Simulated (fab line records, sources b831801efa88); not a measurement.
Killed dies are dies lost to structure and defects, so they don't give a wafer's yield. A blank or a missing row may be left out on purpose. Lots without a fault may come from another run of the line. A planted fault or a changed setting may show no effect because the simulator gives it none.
Which tool did it? | flow gf180mcu | 15 lots, 45 wafers sampled, at 3 steps of a route of 602

WHAT THE GAUGES READ, wafer by wafer
GF_M5_CD_MEAS_07: target cd 280 nm.
lot  | measured     | on        | cd_nm (nm)
L704 | day 25 20:21 | cd_sem-02 | 280.2 280.3 280.8
L705 | day 26 06:19 | cd_sem-02 | 278.0 277.2 278.1
L706 | day 27 14:27 | cd_sem-01 | 279.3 280.1 279.1
L709 | day 27 19:09 | cd_sem-01 | 280.6 279.8 280.8
L708 | day 27 21:00 | cd_sem-02 | 280.7 280.9 281.2
L710 | day 28 01:45 | cd_sem-02 | 279.1 280.5 279.5
L712 | day 28 18:59 | cd_sem-02 | 278.6 278.3 278.4
L713 | day 29 07:56 | cd_sem-02 | 279.8 280.1 279.5
L715 | day 29 20:54 | cd_sem-02 | 281.5 280.9 281.4
L716 | day 29 21:16 | cd_sem-01 | 278.6 279.5 279.7
L717 | day 30 06:36 | cd_sem-02 | 281.4 282.3 282.0
L727 | day 32 21:16 | cd_sem-02 | 281.3 281.1 281.4

WHICH TOOL RAN EACH LOT (tool, then ch and the chambers of the sampled wafers, then the start)
lot  | GF_M2_PEB_12                      | GF_V4_ETCH_16
L704 | litho_track-02 ch 0, day 18 16:23 | rie_diel-03 ch 0,1, day 23 23:08
L705 | litho_track-02 ch 0, day 19 05:02 | rie_diel-03 ch 1,2,3, day 24 10:02
L706 | litho_track-02 ch 0, day 20 18:26 | rie_diel-02 ch 0,1,2, day 25 20:10
L709 | litho_track-01 ch 0, day 21 00:50 | rie_diel-03 ch 0,1,2, day 26 00:44
L708 | litho_track-03 ch 0, day 21 01:35 | rie_diel-02 ch 0,1,3, day 26 02:35
L710 | litho_track-02 ch 0, day 21 10:52 | rie_diel-02 ch 1,2,3, day 26 08:59
L712 | litho_track-02 ch 0, day 22 05:43 | rie_diel-02 ch 1,2,3, day 27 02:04
L713 | litho_track-01 ch 0, day 22 19:38 | rie_diel-04 ch 0,1,2, day 27 14:14
L715 | litho_track-01 ch 0, day 23 13:20 | rie_diel-02 ch 1,2,3, day 28 05:43
L716 | litho_track-01 ch 0, day 23 14:19 | rie_diel-04 ch 1,2, day 28 06:20
L717 | litho_track-02 ch 0, day 23 23:32 | rie_diel-02 ch 0,3, day 28 14:58
L722 | litho_track-02, day 25 15:39      | -
L723 | litho_track-03, day 25 22:38      | -
L724 | litho_track-01, day 26 06:40      | -
L727 | litho_track-01 ch 0, day 27 02:32 | rie_diel-02 ch 1,2,3, day 31 09:40
- GF_M2_PEB_12: peb time 90 s.
- GF_V4_ETCH_16: etches BARC in N2/H2.

WHAT THE TOOLS THEMSELVES READ (means of the sampled wafers that have a number; where no wafer has one, the mark that the record gives instead)
GF_M2_PEB_12.
lot  | tool           | chill_plate_temp_C (C) | exhaust_pa (Pa)
L704 | litho_track-02 | 22.90                  | 44.8
L705 | litho_track-02 | 23.07                  | 44.9
L706 | litho_track-02 | 22.80                  | 45.3
L709 | litho_track-01 | 23.13                  | 45.4
L708 | litho_track-03 | 22.93                  | 44.9
L710 | litho_track-02 | 22.99                  | 45.7
L712 | litho_track-02 | 22.90                  | 45.9
L713 | litho_track-01 | 23.03                  | 44.0
L715 | litho_track-01 | 23.02                  | 45.3
L716 | litho_track-01 | 23.01                  | 45.1
L717 | litho_track-02 | 22.86                  | 45.0
L722 | litho_track-02 | -                      | -
L723 | litho_track-03 | -                      | -
L724 | litho_track-01 | -                      | -
L727 | litho_track-01 | 23.06                  | 44.0

GF_V4_ETCH_16.
lot  | tool        | drypump_motor_current_A (A) | oes_product_au (a.u.) | throttle_valve_pct (%)
L704 | rie_diel-03 | 5.7                         | 0.854                 | 13.222
L705 | rie_diel-03 | 5.6                         | 0.853                 | 13.232
L706 | rie_diel-02 | 5.9                         | 0.858                 | 13.227
L709 | rie_diel-03 | 5.9                         | 0.860                 | 13.222
L708 | rie_diel-02 | 6.1                         | 0.859                 | 13.228
L710 | rie_diel-02 | 5.9                         | 0.855                 | 13.224
L712 | rie_diel-02 | 5.8                         | 0.856                 | 13.236
L713 | rie_diel-04 | 5.6                         | 0.853                 | 13.218
L715 | rie_diel-02 | 5.8                         | 0.855                 | 13.225
L716 | rie_diel-04 | 5.7                         | 0.852                 | 13.219
L717 | rie_diel-02 | 6.2                         | 0.855                 | 13.217
L727 | rie_diel-02 | 5.9                         | 0.857                 | 13.222

THE ANSWER, worked out from the rows above alone
Rule: what is usual is taken from the lots themselves. Put in order of their means at a reading, lots are off if they are a third of the lots or fewer, leave a main group of 4 or more, and stand apart from it by a gap of 3 or more times the standard deviation of the main group's means; of several such gaps the widest counts. A main group whose means are all the same, to the digits that the tables above print for the reading, isn't used. A lot without any number at a reading at which 4 lots or more have one is off too. The other lots that the step has rows for count as sound. The gauges are gone through in route order, then the tools' own readings, and for those a lot's mean is taken as printed above. The first step at which some lot is off is used, and at that step the reading that is off furthest; a lot without a number counts as furthest.
Off: L722, L723, L724, at GF_M2_PEB_12 (chill_plate_temp_C). Without a number there: L722, L723, L724. The main group: mean 22.98 C, standard deviation 0.093.
A tool fits if, at that step or a process step before it, it ran every lot that is off, and no sound lot after the first of them. None of those tried fits.

WHAT THE SIMULATOR HAD PUT IN
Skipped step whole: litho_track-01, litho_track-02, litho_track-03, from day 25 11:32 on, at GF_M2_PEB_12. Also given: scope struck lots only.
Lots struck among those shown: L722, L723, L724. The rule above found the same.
